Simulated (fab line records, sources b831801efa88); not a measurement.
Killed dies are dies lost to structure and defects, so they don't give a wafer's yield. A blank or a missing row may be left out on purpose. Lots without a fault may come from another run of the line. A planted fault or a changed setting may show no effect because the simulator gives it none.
fab line records | flow sky130
record lots=6 wafers=18 last_day=50
route steps=708 shown DNWELL@41 PWDE@45 NWELL@56 PAD_OPEN@708
lots that met no fault: from a run of the same line without faults
start_h: hours from the record's first day to the start of the lot's first wafer shown | wait_h: hours since the lot's step before | " the same as in the row above | L1.1+2: a row that stands for several wafers | - no value, or no start given | * or withheld: withheld | < > ~ a bound
route shown NAME@n: a module of which the file shows steps, and the number in the route of the first | usual: mean/standard deviation of fault-free wafers | same: alike in all rows | chamber/n: place in a boat | sites: the reading at each site | _std_site: their standard deviation | _edge_site: outer sites' mean less inner sites' | radius_mm: how far each site lies from the wafer's centre | mask NAME#n: copy n | behind: the tool/chamber that last shaped the wafer | hold: why the lot was held/for how many hours/how that ended | device: the transistor (n, p or np) that didn't switch | end of line: the same wafers' tests at the end of the route | a step without rows: its recipe alone | killed: dies lost to structure and defects at the first sort, not the wafer's yield | map: a wafer's dies, x killed, . not, _ none there
set.NAME: the setting as run; set.NAME@STEP: as run at that earlier step | model.NAME: the simulator's own value behind a step, which no gauge read
lots at some steps of the route; a table a step, a row a wafer
services: from which hour (start_h, from the record's first day; less than 0 if before it) a tool's chamber was out of use, for how many hours, and why
## steps
# step SKY_DNWELL_DEVELOP_06
# recipe wall_angle_deg=90 developer=TMAH develop_time_s=60 dev_temp_c=23
# step SKY_DNWELL_IMPLANT_07
# recipe species=P energy_kev=withheld dose_cm2=withheld tilt_deg=withheld
# step SKY_DNWELL_STRIP_08
# recipe chemistry=O2/N2 power_w=1400 pressure_mtorr=1500 platen_temp_c=withheld o2_flow_sccm=3000 n2_flow_sccm=300 overash_fraction=0.5
# usual drypump_motor_current_A=5.59/0.26 oes_product_au=0.722/0.0047 strip_time_to_endpoint_s=36.91/0.11
# same overash_fraction=0.5
# columns lot.wafer tool chamber start_h wait_h drypump_motor_current_A oes_product_au rf_hours_counter_h strip_time_to_endpoint_s
L673.1 plasma_asher-02 1 77.73 0.1 5.47 0.728 29 36.80
L673.2 " 0 " " 5.73 0.724 29 36.90
L673.4 " 1 " " 5.46 0.725 - 36.68
L675.1 plasma_asher-01 0 88.59 0.1 6.01 0.713 41 36.85
L675.4 " 0 " " 6.01 0.722 - 36.72
L675.6 " 1 " " 5.42 0.718 - 36.72
L680.2 plasma_asher-02 0 125.81 0.1 5.75 0.724 34 37.02
L680.3 " 0 " " 5.75 0.720 - 37.00
L680.5 " 0 " " 5.73 0.719 - 36.96
L684.1 plasma_asher-02 0 140.58 0.1 5.72 0.719 36 36.96
L684.2 " 1 " " 5.46 0.725 36 36.92
L684.4 " 1 " " 5.46 0.719 - 36.92
L688.3 plasma_asher-01 0 162.13 0.1 6.02 0.719 - 36.96
L688.4 " 1 " " 5.45 0.724 - 36.92
L688.6 " 1 " " 5.43 0.725 - 36.99
L690.1 plasma_asher-01 1 170.14 0.1 5.43 0.719 5 37.10
L690.3 " 1 " " 5.41 0.718 - 37.12
L690.6 " 0 " " 6.01 0.718 - 37.00
# step SKY_DNWELL_TW_MEAS_09
# usual DNWELL_TW=1114/10
# columns lot.wafer tool chamber start_h wait_h DNWELL_TW
L673.1 film_metro-02 - 77.83 0.1 1095
L673.2 " - " " 1091
L673.4 " - " " 1097
L675.1 film_metro-02 - 88.69 0.1 1099
L675.4 " - " " 1099
L675.6 " - " " 1103
L680.2 film_metro-01 - 125.92 0.1 1113
L680.3 " - " " 1112
L680.5 " - " " 1109
L684.1 film_metro-01 - 140.68 0.1 1121
L684.2 " - " " 1119
L684.4 " - " " 1119
L688.3 film_metro-04 - 162.21 0.1 1132
L688.4 " - " " 1134
L688.6 " - " " 1131
L690.1 film_metro-02 - 170.24 0.1 1086
L690.3 " - " " 1095
L690.6 " - " " 1088
# step SKY_PWDE_DEHYDRATE_00
# recipe temp_c=200 time_s=60
# step SKY_PWDE_HMDS_01
# recipe prime_time_s=60 prime_temp_c=120
# step SKY_PWDE_COAT_02
# recipe spin_rpm=2000 resist_thk_nm=3000
# step SKY_PWDE_SOFTBAKE_03
# recipe temp_c=110 time_s=withheld
# step SKY_PWDE_EXPOSE_04
# recipe mask_id=PWDEM na=0.6 source_shape=conventional sigma_outer=0.6 polarization=unpolarized target_cd_nm=840 dose_mj=214
# step SKY_PWDE_PEB_05
# recipe temp_c=115 time_s=withheld
# step SKY_PWDE_DEVELOP_06
# recipe wall_angle_deg=90 developer=TMAH develop_time_s=60 dev_temp_c=23
# step SKY_PWDE_OVL_MEAS_07
# usual PWDE_OVL=0.5/1.5
# columns lot.wafer tool chamber start_h wait_h PWDE_OVL[nm]
L673.1 overlay-01 - 94.62 - 0.1
L673.2 " - " " 1.5
L673.4 " - " " 1.1
L675.1 overlay-02 - 103.99 - 2.9
L675.4 " - " " -0.1
L675.6 " - " " 0.8
L680.2 overlay-02 - 144.74 - 0.8
L680.3 " - " " -0.7
L680.5 " - " " -0.7
L684.1 overlay-01 - 159.54 - -0.6
L684.2 " - " " -1.2
L684.4 " - " " -0.3
L688.3 overlay-02 - 182.53 - 0.1
L688.4 " - " " 1.7
L688.6 " - " " 0.6
L690.1 overlay-01 - 190.67 - -1.3
L690.3 " - " " 0.0
L690.6 " - " " -1.0
# step SKY_PWDE_IMPLANT_08
# recipe species=B energy_kev=147.6 dose_cm2=3.6e+12 tilt_deg=withheld
# usual dose_ions_cm2=3.601e+12/3.8e+09 faraday_current_uA=20.3/0.42
# columns lot.wafer tool chamber start_h wait_h dose_ions_cm2 faraday_current_uA
L673.1 implanter-02 0 94.65 0.0 3.597e+12 20.8
L673.2 " 0 " " 3.597e+12 20.3
L673.4 " 0 " " 3.594e+12 20.2
L675.1 implanter-04 0 104.03 0.0 3.601e+12 20.0
L675.4 " 0 " " 3.606e+12 19.6
L675.6 " 0 " " 3.604e+12 21.0
L680.2 implanter-04 0 144.79 0.0 4.025e+12 22.5
L680.3 " 0 " " 4.021e+12 22.8
L680.5 " 0 " " 4.024e+12 22.6
L684.1 implanter-04 0 159.58 0.0 4.02e+12 22.2
L684.2 " 0 " " 4.022e+12 23.3
L684.4 " 0 " " 4.021e+12 22.8
L688.3 implanter-03 0 182.60 0.1 3.607e+12 20.3
L688.4 " 0 " " 3.606e+12 20.2
L688.6 " 0 " " 3.601e+12 20.2
L690.1 implanter-02 0 190.70 0.0 3.6e+12 20.1
L690.3 " 0 " " 3.602e+12 20.1
L690.6 " 0 " " 3.606e+12 20.1
# step SKY_PWDE_STRIP_09
# recipe chemistry=O2/N2 power_w=1400 pressure_mtorr=1500 platen_temp_c=withheld o2_flow_sccm=3000 n2_flow_sccm=300 overash_fraction=0.5
# usual drypump_motor_current_A=5.7/0.34 oes_product_au=0.722/0.0043 strip_time_to_endpoint_s=36.95/0.1
# same overash_fraction=0.5
# columns lot.wafer tool chamber start_h wait_h drypump_motor_current_A oes_product_au rf_hours_counter_h strip_time_to_endpoint_s
L673.1 plasma_asher-01 0 94.80 0.1 6.0 0.727 41 36.91
L673.2 " 1 " " 5.4 0.726 41 37.04
L673.4 " 0 " " 6.0 0.728 - 36.90
L675.1 plasma_asher-01 0 104.18 0.1 6.0 0.719 42 37.02
L675.4 " 0 " " 6.0 0.726 - 37.03
L675.6 " 0 " " 6.0 0.713 - 36.90
L680.2 plasma_asher-04 1 144.92 0.1 5.8 0.729 46 36.98
L680.3 " 1 " " 5.8 0.727 - 37.05
L680.5 " 0 " " 6.2 0.723 - 37.04
L684.1 plasma_asher-03 1 159.73 0.1 5.1 0.711 46 36.90
L684.2 " 0 " " 5.7 0.724 46 36.82
L684.4 " 1 " " 5.1 0.722 - 36.75
L688.3 plasma_asher-01 0 182.74 0.1 6.0 0.728 - 36.66
L688.4 " 1 " " 5.5 0.726 - 36.80
L688.6 " 0 " " 6.0 0.723 - 36.80
L690.1 plasma_asher-03 0 190.85 0.1 5.6 0.718 49 37.08
L690.3 " 0 " " 5.6 0.724 - 37.04
L690.6 " 0 " " 5.7 0.725 - 36.98
# step SKY_PWDE_TW_MEAS_10
# usual PWDE_TW=373/3.5
# columns lot.wafer tool chamber start_h wait_h PWDE_TW
L673.1 film_metro-02 - 94.90 0.1 372
L673.2 " - " " 370
L673.4 " - " " 372
L675.1 film_metro-01 - 104.28 0.1 375
L675.4 " - " " 374
L675.6 " - " " 374
L680.2 film_metro-01 - 145.03 0.1 387
L680.3 " - " " 389
L680.5 " - " " 387
L684.1 film_metro-02 - 159.83 0.1 381
L684.2 " - " " 379
L684.4 " - " " 382
L688.3 film_metro-04 - 182.82 0.1 377
L688.4 " - " " 380
L688.6 " - " " 377
L690.1 film_metro-01 - 190.95 0.1 377
L690.3 " - " " 375
L690.6 " - " " 375
# step SKY_NWELL_DEHYDRATE_03
# recipe temp_c=200 time_s=60
# step SKY_NWELL_HMDS_04
# recipe prime_time_s=60 prime_temp_c=120
# step SKY_NWELL_COAT_05
# recipe spin_rpm=2000 resist_thk_nm=2983
# step SKY_NWELL_SOFTBAKE_06
# recipe temp_c=110 time_s=withheld
# step SKY_NWELL_EXPOSE_07
# recipe mask_id=NWM na=0.6 source_shape=conventional sigma_outer=0.6 polarization=unpolarized target_cd_nm=840 dose_mj=255
# step SKY_NWELL_PEB_08
# recipe temp_c=115 time_s=withheld
# step SKY_NWELL_DEVELOP_09
# recipe wall_angle_deg=90 developer=TMAH develop_time_s=60 dev_temp_c=23
# step SKY_NWELL_OVL_MEAS_10
# usual NWELL_00_OVL=0.9/1.3
# columns lot.wafer tool chamber start_h wait_h NWELL_00_OVL[nm]
L673.1 overlay-02 - 110.81 - -0.2
L673.2 " - " " 1.4
L673.4 " - " " -0.3
L675.1 overlay-02 - 121.51 - -0.5
L675.4 " - " " 0.1
L675.6 " - " " -0.2
L680.2 overlay-02 - 164.37 - 0.1
L680.3 " - " " 2.4
L680.5 " - " " 1.8
L684.1 overlay-01 - 180.81 - 1.4
L684.2 " - " " 1.8
L684.4 " - " " 1.0
L688.3 overlay-01 - 203.52 - 1.3
L688.4 " - " " 2.1
L688.6 " - " " 2.9
L690.1 overlay-01 - 211.52 - -1.1
L690.3 " - " " -1.5
L690.6 " - " " 1.2
# step SKY_NWELL_IMPLANT_11
# recipe species=P energy_kev=400 dose_cm2=1.9e+13 tilt_deg=withheld
# step SKY_NWELL_IMPLANT_12
# recipe species=P energy_kev=120 dose_cm2=1.3e+12 tilt_deg=withheld
# step SKY_NWELL_IMPLANT_13
# recipe species=P energy_kev=50 dose_cm2=7e+11 tilt_deg=withheld
# step SKY_NWELL_STRIP_14
# recipe chemistry=O2/N2 power_w=1400 pressure_mtorr=1500 platen_temp_c=withheld o2_flow_sccm=3000 n2_flow_sccm=300 overash_fraction=0.5
# usual drypump_motor_current_A=5.7/0.3 oes_product_au=0.722/0.0045 strip_time_to_endpoint_s=36.72/0.12
# same overash_fraction=0.5
# columns lot.wafer tool chamber start_h wait_h drypump_motor_current_A oes_product_au rf_hours_counter_h strip_time_to_endpoint_s
L673.1 plasma_asher-04 0 111.29 0.1 6.2 0.726 42 36.76
L673.2 " 1 " " 5.8 0.727 42 36.75
L673.4 " 1 " " 5.8 0.723 - 36.65
L675.1 plasma_asher-03 0 121.99 0.1 5.6 0.721 43 36.74
L675.4 " 0 " " 5.6 0.724 - 36.83
L675.6 " 1 " " 5.2 0.723 - 36.70
L680.2 plasma_asher-04 1 164.85 0.1 5.8 0.718 47 36.69
L680.3 " 0 " " 6.2 0.727 - 36.68
L680.5 " 1 " " 5.8 0.730 - 36.76
L684.1 plasma_asher-04 0 181.29 0.1 6.2 0.716 49 36.68
L684.2 " 1 " " 5.8 0.723 49 36.73
L684.4 " 1 " " 5.8 0.720 - 36.85
L688.3 plasma_asher-02 0 204.03 0.1 5.7 0.728 - 37.04
L688.4 " 1 " " 5.5 0.722 - 36.99
L688.6 " 1 " " 5.5 0.725 - 36.98
L690.1 plasma_asher-04 1 212.00 0.1 5.8 0.728 52 36.69
L690.3 " 0 " " 6.2 0.720 - 36.73
L690.6 " 1 " " 5.8 0.711 - 36.65
# step SKY_NWELL_TW_MEAS_15
# usual NWELL_TW=1817/15
# columns lot.wafer tool chamber start_h wait_h NWELL_TW
L673.1 film_metro-04 - 111.39 0.1 1809
L673.2 " - " " 1816
L673.4 " - " " 1814
L675.1 film_metro-01 - 122.09 0.1 1831
L675.4 " - " " 1826
L675.6 " - " " 1829
L680.2 film_metro-02 - 164.96 0.1 1797
L680.3 " - " " 1805
L680.5 " - " " 1796
L684.1 film_metro-02 - 181.39 0.1 1794
L684.2 " - " " 1803
L684.4 " - " " 1801
L688.3 film_metro-01 - 204.11 0.1 1831
L688.4 " - " " 1827
L688.6 " - " " 1824
L690.1 film_metro-02 - 212.10 0.1 1813
L690.3 " - " " 1805
L690.6 " - " " 1813
# step SKY_NWELL_DEHYDRATE_16
# recipe temp_c=200 time_s=60
# step SKY_NWELL_HMDS_17
# recipe prime_time_s=60 prime_temp_c=120
# step SKY_NWELL_COAT_18
# recipe spin_rpm=2000 resist_thk_nm=3000
# step SKY_NWELL_SOFTBAKE_19
# recipe temp_c=110 time_s=withheld
# step SKY_NWELL_EXPOSE_20
# recipe mask_id=NWM_COMPLEMENT na=0.6 source_shape=conventional sigma_outer=0.6 polarization=unpolarized target_cd_nm=840 dose_mj=260
# step SKY_NWELL_PEB_21
# recipe temp_c=115 time_s=withheld
# step SKY_NWELL_DEVELOP_22
# recipe wall_angle_deg=90 developer=TMAH develop_time_s=60 dev_temp_c=23
# step SKY_NWELL_OVL_MEAS_23
# usual NWELL_01_OVL=1.0/1.3
# columns lot.wafer tool chamber start_h wait_h NWELL_01_OVL[nm]
L673.1 overlay-01 - 129.21 - 0.7
L673.2 " - " " 1.1
L673.4 " - " " 0.6
L675.1 overlay-01 - 140.57 - 0.0
L675.4 " - " " 2.2
L675.6 " - " " -0.1
L680.2 overlay-01 - 184.91 - 1.9
L680.3 " - " " 1.3
L680.5 " - " " 2.9
L684.1 overlay-01 - 201.69 - 0.8
L684.2 " - " " -0.3
L684.4 " - " " 0.8
L688.3 overlay-02 - 225.62 - 0.4
L688.4 " - " " 2.0
L688.6 " - " " 1.2
L690.1 overlay-02 - 233.67 - 1.9
L690.3 " - " " 0.6
L690.6 " - " " -0.2
# step SKY_NWELL_IMPLANT_24
# recipe species=B energy_kev=140 dose_cm2=9.2e+12 tilt_deg=withheld
# step SKY_NWELL_STRIP_25
# recipe chemistry=O2/N2 power_w=1400 pressure_mtorr=1500 platen_temp_c=withheld o2_flow_sccm=3000 n2_flow_sccm=300 overash_fraction=0.5
# usual drypump_motor_current_A=5.7/0.33 oes_product_au=0.722/0.0043 strip_time_to_endpoint_s=36.92/0.12
# same overash_fraction=0.5
# columns lot.wafer tool chamber start_h wait_h drypump_motor_current_A oes_product_au rf_hours_counter_h strip_time_to_endpoint_s
L673.1 plasma_asher-04 1 129.39 0.1 5.8 0.725 44 36.83
L673.2 " 0 " " 6.2 0.724 44 36.87
L673.4 " 1 " " 5.8 0.724 - 36.84
L675.1 plasma_asher-04 1 140.75 0.1 5.8 0.724 45 37.14
L675.4 " 1 " " 5.8 0.738 - 37.12
L675.6 " 1 " " 5.8 0.716 - 37.03
L680.2 plasma_asher-04 1 185.09 0.1 5.8 0.720 50 36.93
L680.3 " 1 " " 5.8 0.718 - 36.86
L680.5 " 0 " " 6.2 0.731 - 36.99
L684.1 plasma_asher-02 1 201.88 0.1 5.5 0.723 42 36.81
L684.2 " 0 " " 5.7 0.720 42 36.86
L684.4 " 0 " " 5.7 0.724 - 36.89
L688.3 plasma_asher-03 0 225.83 0.1 5.7 0.724 - 37.01
L688.4 " 1 " " 5.1 0.717 - 36.94
L688.6 " 1 " " 5.2 0.723 - 36.98
L690.1 plasma_asher-04 0 233.85 0.1 6.2 0.729 54 36.93
L690.3 " 0 " " 6.2 0.718 - 36.97
L690.6 " 0 " " 6.2 0.724 - 37.10
# step SKY_NWELL_TW_MEAS_26
# usual NWELL_2_TW=497/3.8
# columns lot.wafer tool chamber start_h wait_h NWELL_2_TW
L673.1 film_metro-04 - 129.49 0.1 499
L673.2 " - " " 497
L673.4 " - " " 498
L675.1 film_metro-04 - 140.85 0.1 501
L675.4 " - " " 500
L675.6 " - " " 500
L680.2 film_metro-04 - 185.20 0.1 499
L680.3 " - " " 503
L680.5 " - " " 502
L684.1 film_metro-02 - 201.98 0.1 494
L684.2 " - " " 497
L684.4 " - " " 494
L688.3 film_metro-01 - 225.91 0.1 497
L688.4 " - " " 498
L688.6 " - " " 497
L690.1 film_metro-04 - 233.95 0.1 498
L690.3 " - " " 499
L690.6 " - " " 494
# step SKY_NWELL_CLEAN_27
# recipe chemistry=SC1/SC2 mix=1:4:20 temp_c=70 time_s=150 dry=n2_spin
# step SKY_NWELL_RTA_28
# recipe temp_c=1050 time_s=30 idle_temp_c=650 ramp_up_c_per_s=150 ramp_down_c_per_s=90 ambient=N2
# usual chamber_o2_ppm=2.005/0.02 lamp_power_pct=25.30/0.046 wafer_temp_C_max=1055.0/1
# same time_s=30
# columns lot.wafer tool chamber start_h wait_h chamber_o2_ppm lamp_power_pct wafer_temp_C_max
L673.1 rtp_anneal-01 0 129.60 0.0 2.003 25.28 1055.3
L673.2 " 0 " " 2.002 25.33 1054.5
L673.4 " 0 " " 2.000 25.30 1054.4
L675.1 rtp_anneal-02 0 140.96 0.0 1.987 25.24 1054.6
L675.4 " 0 " " 1.985 25.29 1056.0
L675.6 " 0 " " 1.991 25.29 1055.7
L680.2 rtp_anneal-01 0 185.32 0.0 2.010 25.39 1053.8
L680.3 " 0 " " 2.062 25.35 1054.3
L680.5 " 0 " " 2.024 25.31 1054.8
L684.1 rtp_anneal-01 0 202.09 0.0 2.012 25.32 1054.9
L684.2 " 0 " " 2.044 25.34 1054.0
L684.4 " 0 " " 1.983 25.30 1055.6
L688.3 rtp_anneal-01 0 226.04 0.0 2.009 25.39 1054.3
L688.4 " 0 " " 2.010 25.27 1056.7
L688.6 " 0 " " 1.974 25.33 1055.7
L690.1 rtp_anneal-02 0 234.07 0.0 2.036 25.33 1056.5
L690.3 " 0 " " 2.012 25.28 1056.4
L690.6 " 0 " " 1.993 25.26 1056.7
# step SKY_NWELL_RS_MEAS_29
# recipe thk_meas_gauge=four-point-probe
# usual NWELL_RS=624.5/1.5
# columns lot.wafer tool chamber start_h wait_h NWELL_RS[ohm/sq]
L673.1 film_metro-01 - 129.70 0.1 626.2
L673.2 " - " " 626.7
L673.4 " - " " 625.0
L675.1 film_metro-02 - 141.06 0.1 622.7
L675.4 " - " " 625.1
L675.6 " - " " 624.3
L680.2 film_metro-01 - 185.42 0.1 624.3
L680.3 " - " " 622.7
L680.5 " - " " 625.1
L684.1 film_metro-01 - 202.19 0.1 624.3
L684.2 " - " " 624.7
L684.4 " - " " 625.8
L688.3 film_metro-01 - 226.15 0.1 623.6
L688.4 " - " " 626.8
L688.6 " - " " 625.1
L690.1 film_metro-01 - 234.17 0.1 626.1
L690.3 " - " " 625.4
L690.6 " - " " 624.7
# step SKY_NWELL_RS_MEAS_31
# recipe thk_meas_gauge=four-point-probe
# usual PWDE_RS=5275/19
# columns lot.wafer tool chamber start_h wait_h PWDE_RS[ohm/sq]
L673.1 film_metro-01 - 129.94 0.1 5294
L673.2 " - " " 5267
L673.4 " - " " 5269
L675.1 film_metro-02 - 141.30 0.1 5238
L675.4 " - " " 5252
L675.6 " - " " 5229
L680.2 film_metro-01 - 185.66 0.1 4827
L680.3 " - " " 4843
L680.5 " - " " 4830
L684.1 film_metro-01 - 202.43 0.1 4871
L684.2 " - " " 4853
L684.4 " - " " 4856
L688.3 film_metro-01 - 226.39 0.1 5253
L688.4 " - " " 5255
L688.6 " - " " 5263
L690.1 film_metro-01 - 234.41 0.1 5265
L690.3 " - " " 5248
L690.6 " - " " 5253
# step SKY_PAD_OPEN_PROBE_99
# usual killed_at_M0_to_M3=42/7.1 killed_at_M4_up=3.0/1.7 killed_at_contacts=25/5 killed_at_front_end=16/4.4 killed_at_other=0.5/1.4 killed_dies=87/9.2 killed_open=47/6.2 killed_short=39/6.6
# same gross_dies=492 killed_at_back_side=0
# columns lot.wafer tool chamber start_h wait_h killed_at_M0_to_M3 killed_at_M4_up killed_at_contacts killed_at_front_end killed_at_other killed_dies killed_open killed_short model.etest.res_pwde_under_gate.rs_ohm_sq
L673.1 prober-02 - 1102.95 0.1 40 3 32 12 1 88 49 38 6105
L673.2 prober-02 - 1103.00 0.1 53 2 26 17 1 99 52 47 6083
L673.4 prober-02 - 1103.10 0.2 53 3 18 17 0 91 43 48 6119
L675.1 prober-01 - 1110.29 0.1 42 4 24 6 0 76 47 29 6080
L675.4 prober-01 - 1110.44 0.2 46 4 26 11 1 88 49 39 6107
L675.6 prober-01 - 1110.54 0.2 63 6 21 14 0 104 56 48 6119
L680.2 prober-02 - 1154.12 0.1 48 5 34 9 1 97 45 52 5524
L680.3 prober-02 - 1154.17 0.2 42 4 33 15 0 94 58 35 5508
L680.5 prober-02 - 1154.27 0.2 41 5 27 22 38 133 47 47 5548
L684.1 prober-02 - 1162.26 0.1 49 6 21 20 1 97 47 49 5639
L684.2 prober-02 - 1162.31 0.1 33 5 16 18 0 72 44 28 5609
L684.4 prober-02 - 1162.41 0.2 40 0 21 16 0 77 50 27 5609
L688.3 prober-02 - 1179.70 0.2 41 2 20 23 0 86 42 43 6262
L688.4 prober-02 - 1179.75 0.2 35 0 25 16 0 76 45 31 6251
L688.6 prober-02 - 1179.85 0.2 37 1 28 14 0 80 43 37 6257
L690.1 prober-02 - 1188.30 0.1 36 3 30 9 0 78 45 33 6086
L690.3 prober-02 - 1188.40 0.2 40 2 35 14 1 92 49 42 6051
L690.6 prober-02 - 1188.55 0.2 41 1 25 22 0 89 50 36 6054
# killed by level:class
L673.1 CONTACT:geometric_particle:open=16 VIA2:geometric_particle:short=8 VIA1:geometric_particle:open=7 VIA2:geometric_particle:open=7 FIELD_ISO:geometric_particle:open=6 LI_CONTACT:geometric_particle:open=6 METAL1:geometric_particle:short=5 CONTACT:geometric_particle:short=5
L673.2 VIA1:geometric_particle:open=12 LI_CONTACT:geometric_particle:open=11 METAL2:geometric_particle:short=7 VIA2:geometric_particle:open=7 VIA1:geometric_particle:short=6 VIA3:geometric_particle:open=6 FIELD_ISO:geometric_particle:short=5 FIELD_ISO:geometric_particle:open=5
L673.4 VIA1:geometric_particle:open=8 VIA2:geometric_particle:open=8 METAL2:geometric_particle:short=7 VIA3:geometric_particle:open=6 FIELD_ISO:geometric_particle:open=5 LOCAL_INTERCONNECT:geometric_particle:short=5 CONTACT:geometric_particle:open=5 CONTACT:geometric_particle:short=5
L675.1 VIA1:geometric_particle:open=13 CONTACT:geometric_particle:open=13 METAL1:geometric_particle:short=8 LI_CONTACT:geometric_particle:open=5 VIA1:geometric_particle:short=5 VIA3:geometric_particle:open=5 VIA2:geometric_particle:open=4 CONTACT:geometric_particle:short=3
L675.4 CONTACT:geometric_particle:open=11 VIA1:geometric_particle:short=10 VIA1:geometric_particle:open=10 LOCAL_INTERCONNECT:geometric_particle:short=6 VIA3:geometric_particle:open=6 LI_CONTACT:geometric_particle:open=5 METAL2:geometric_particle:short=5 METAL1:geometric_particle:short=4
L675.6 VIA1:geometric_particle:open=18 METAL2:geometric_particle:short=9 CONTACT:geometric_particle:open=8 VIA2:geometric_particle:open=7 VIA3:geometric_particle:short=6 FIELD_ISO:geometric_particle:short=5 METAL1:geometric_particle:short=5 VIA1:geometric_particle:short=5
L680.2 CONTACT:geometric_particle:short=10 CONTACT:geometric_particle:open=10 LI_CONTACT:geometric_particle:open=8 VIA1:geometric_particle:open=8 METAL2:geometric_particle:short=7 VIA3:geometric_particle:open=7 METAL1:geometric_particle:short=6 FIELD_ISO:geometric_particle:short=5
L680.3 CONTACT:geometric_particle:open=16 VIA1:geometric_particle:open=10 METAL2:geometric_particle:short=8 CONTACT:geometric_particle:short=7 VIA2:geometric_particle:open=6 FIELD_ISO:geometric_particle:open=5 VIA3:geometric_particle:open=5 VIA1:geometric_particle:short=5
L680.5 CAPM:area_etch=38 VIA1:geometric_particle:open=10 CONTACT:geometric_particle:open=9 FIELD_ISO:geometric_particle:short=6 VIA2:geometric_particle:open=6 CONTACT:geometric_particle:short=6 LOCAL_INTERCONNECT:geometric_particle:short=5 VIA3:geometric_particle:open=5
L684.1 CONTACT:geometric_particle:open=10 VIA3:geometric_particle:open=9 METAL1:geometric_particle:short=7 FIELD_ISO:geometric_particle:short=6 VIA1:geometric_particle:open=6 METAL4:geometric_particle:short=6 METAL2:geometric_particle:short=5 POLY_GATE:geometric_particle:short=5
L684.2 VIA1:geometric_particle:open=10 POLY_GATE:geometric_particle:open=8 CONTACT:geometric_particle:open=8 METAL2:geometric_particle:short=6 VIA3:geometric_particle:open=4 FIELD_ISO:geometric_particle:short=3 LI_CONTACT:geometric_particle:short=3 LI_CONTACT:geometric_particle:open=3
L684.4 CONTACT:geometric_particle:open=10 VIA1:geometric_particle:open=9 VIA3:geometric_particle:open=8 METAL1:geometric_particle:short=5 VIA1:geometric_particle:short=5 VIA2:geometric_particle:open=5 FIELD_ISO:geometric_particle:open=4 LI_CONTACT:geometric_particle:open=4
L688.3 FIELD_ISO:geometric_particle:short=9 CONTACT:geometric_particle:open=8 VIA2:geometric_particle:open=6 FIELD_ISO:geometric_particle:open=5 VIA2:geometric_particle:short=5 VIA1:geometric_particle:open=5 METAL3:geometric_particle:short=5 LI_CONTACT:geometric_particle:open=4
L688.4 CONTACT:geometric_particle:open=9 VIA2:geometric_particle:open=8 VIA1:geometric_particle:open=8 FIELD_ISO:geometric_particle:open=6 VIA3:geometric_particle:short=5 LI_CONTACT:geometric_particle:open=5 LOCAL_INTERCONNECT:geometric_particle:short=5 LI_CONTACT:geometric_particle:short=4
L688.6 CONTACT:geometric_particle:open=10 LI_CONTACT:geometric_particle:open=7 FIELD_ISO:geometric_particle:open=6 CONTACT:geometric_particle:short=6 VIA3:geometric_particle:open=6 VIA1:geometric_particle:short=5 FIELD_ISO:geometric_particle:short=4 VIA1:geometric_particle:open=4
L690.1 CONTACT:geometric_particle:open=12 VIA1:geometric_particle:open=10 LI_CONTACT:geometric_particle:open=9 METAL2:geometric_particle:short=7 VIA2:geometric_particle:open=7 METAL1:geometric_particle:short=6 FIELD_ISO:geometric_particle:short=4 CONTACT:geometric_particle:short=4
L690.3 CONTACT:geometric_particle:open=12 LI_CONTACT:geometric_particle:open=9 VIA1:geometric_particle:open=8 METAL2:geometric_particle:short=8 LI_CONTACT:geometric_particle:short=6 FIELD_ISO:geometric_particle:short=4 CONTACT:geometric_particle:short=4 VIA1:geometric_particle:short=4
L690.6 LI_CONTACT:geometric_particle:open=10 VIA1:geometric_particle:short=8 CONTACT:geometric_particle:open=7 VIA1:geometric_particle:open=7 VIA2:geometric_particle:open=7 POLY_GATE:geometric_particle:open=5 POLY_GATE:geometric_particle:short=5 CONTACT:geometric_particle:short=5
## services
# columns tool chamber start_h hours kind
implanter-04 - 62.46 2.0 repair
plasma_asher-01 - 66.94 3.0 repair
implanter-03 - 68.01 5.7 pm
plasma_asher-04 - 71.70 10.0 repair
implanter-03 - 92.62 4.0 repair
plasma_asher-01 - 108.75 9.0 pm
plasma_asher-01 0 108.75 9.0 vent_cycle
plasma_asher-01 1 108.75 9.0 vent_cycle
plasma_asher-01 0 117.75 - clean
plasma_asher-01 1 117.75 - clean
rtp_anneal-01 - 196.87 2.4 pm
implanter-04 - 199.02 5.2 repair
implanter-02 - 211.95 3.8 repair
implanter-03 - 219.39 1.3 repair
## key
first_sign step=SKY_PWDE_IMPLANT_08 reading=dose_ions_cm2 direction=up sigmas=99+ usual=* struck=*
effect step=SKY_PWDE_IMPLANT_08 reading=faraday_current_uA direction=up sigmas=5.8 usual=20.3 struck=22.7
effect step=SKY_PWDE_TW_MEAS_10 reading=PWDE_TW direction=up sigmas=3.1 usual=373 struck=384
effect step=SKY_NWELL_RS_MEAS_31 reading=PWDE_RS direction=down sigmas=22 usual=5275 struck=4847
model_effect step=SKY_PAD_OPEN_PROBE_99 value=etest.res_pwde_under_gate.rs_ohm_sq without=6183 struck=5573
met_at SKY_PWDE_IMPLANT_08
struck_wafers L680.2,L680.3,L680.5,L684.1,L684.2,L684.4
tester_left_out L680,L684
baseline_loss step=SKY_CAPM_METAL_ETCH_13 wafers=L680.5
onset_between 104.03 144.79
fault kind=process_parameter_drift tool=implanter-04 chamber=- onset_h=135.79 steps=SKY_PWDE_IMPLANT_08 channel=dose_cm2 offset=* shape=step end_h=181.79 acts_in=* stated=*
# tester_left_out: of these lots the tester's yield and bins aren't shown, on N5 and GAA mostly nor the transistor test; their killed dies are dies lost to structure and defects alone, not to doping, threshold or leakage, so they don't give the yield
# baseline_loss: these wafers lose ten dies or more at that step, a loss of the line's own and not of a fault; the sort's usual values leave them out
